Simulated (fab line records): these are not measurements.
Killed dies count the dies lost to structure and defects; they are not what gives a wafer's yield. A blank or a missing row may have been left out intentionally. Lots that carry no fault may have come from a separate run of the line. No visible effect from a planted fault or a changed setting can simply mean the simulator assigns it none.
One fault through the eyes of 2 desks | flow sky130 | every desk sees just its own numbers, and what lay behind them comes last

## AT THE TOOL OWNER'S DESK: hdpcvd-01
The tool's own readings at SKY_VIA2_HDPCVD_00 (deposits SiO2, target thk 1180 nm, time 196.7 s): means of the sampled wafers that have a number, for each lot that ran on this tool. If a lot's mean is further than 4 standard deviations from the usual mean, the lot is out of limits and carries the mark OUT (the distance appears in the brackets).
Columns: A = sih4 flow sccm at SKY_VIA2_HDPCVD_00, usual 59.99 sccm
lot  | first seen here | A
L728 | day 35 06:37    | 59.97
L729 | day 35 12:03    | 60.12
L730 | day 35 18:37    | 60.11
L734 | day 38 01:33    | 59.80
L735 | day 38 04:44    | 59.82
L736 | day 38 10:00    | 60.00
L742 | day 39 20:46    | 60.19
L747 | day 41 03:02    | 90.12 (+99 or more) OUT
L750 | day 41 20:38    | 90.07 (+99 or more) OUT
L751 | day 42 05:10    | 89.84 (+99 or more) OUT
This desk's finding: out of limits on L747, L750, L751; first on L747, day 41 03:02 (sih4 flow sccm at SKY_VIA2_HDPCVD_00). In limits: L728, L729, L730, L734, L735, L736, L742.

## METROLOGY DESK
What the gauges read, lot by lot, whatever tool the lot ran on: means of the sampled wafers that have a number. If a lot's mean is further than 4 standard deviations from the usual mean, the lot is out of limits and carries the mark OUT (the distance appears in the brackets).
Columns: A = INCOMING_BOW at SKY_FIELD_ISO_BOW_MEAS_00, usual 0 um; B = FIELD_ISO_CVD_24_THK at SKY_FIELD_ISO_THK_MEAS_25, usual 600 nm; C = VIA2_HDPCVD_THK at SKY_VIA2_THK_MEAS_01, usual 1185 nm
lot  | first seen here | A  | B   | C
L728 | day 1 10:02     | -1 | 602 | 1189
L729 | day 1 15:00     | 4  | 595 | 1190
L730 | day 1 20:02     | 1  | 596 | 1199
L734 | day 2 16:00     | -8 | 602 | 1200
L735 | day 2 21:01     | -6 | 604 | 1179
L736 | day 3 02:00     | 5  | 599 | 1190
L740 | day 3 22:02     | -4 | 603 | 1182
L742 | day 4 08:00     | 1  | 604 | 1195
L743 | day 4 13:02     | -4 | 597 | 1170
L747 | day 5 09:00     | 3  | 607 | 1780 (+50) OUT
L750 | day 6 00:01     | -5 | 601 | 1788 (+50) OUT
L751 | day 6 05:00     | 2  | 597 | 1759 (+48) OUT
This desk reports L747, L750, L751 out of limits; the earliest was L747 at day 41 03:10 (VIA2_HDPCVD_THK at SKY_VIA2_THK_MEAS_01). In limits: L728, L729, L730, L734, L735, L736, L740, L742, L743.

## TAKEN TOGETHER
An alarm could have come from the tool owner's desk at day 41 03:02, on L747, L750, L751.
At day 41 03:10 the metrology desk could have sounded an alarm, on L747, L750, L751.
On hdpcvd-01, each named lot ran SKY_VIA2_HDPCVD_00.

## WHAT HAD BEEN PUT IN BY THE SIMULATOR
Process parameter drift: hdpcvd-01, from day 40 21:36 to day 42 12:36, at SKY_VIA2_HDPCVD_00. Setting sih4 flow sccm shifted by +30 from 60. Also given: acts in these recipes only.
Shown lots that were struck: L747, L750, L751.
Fault start to first reading out of limits, in hours, per desk: tool owner, 5; metrology, 6.
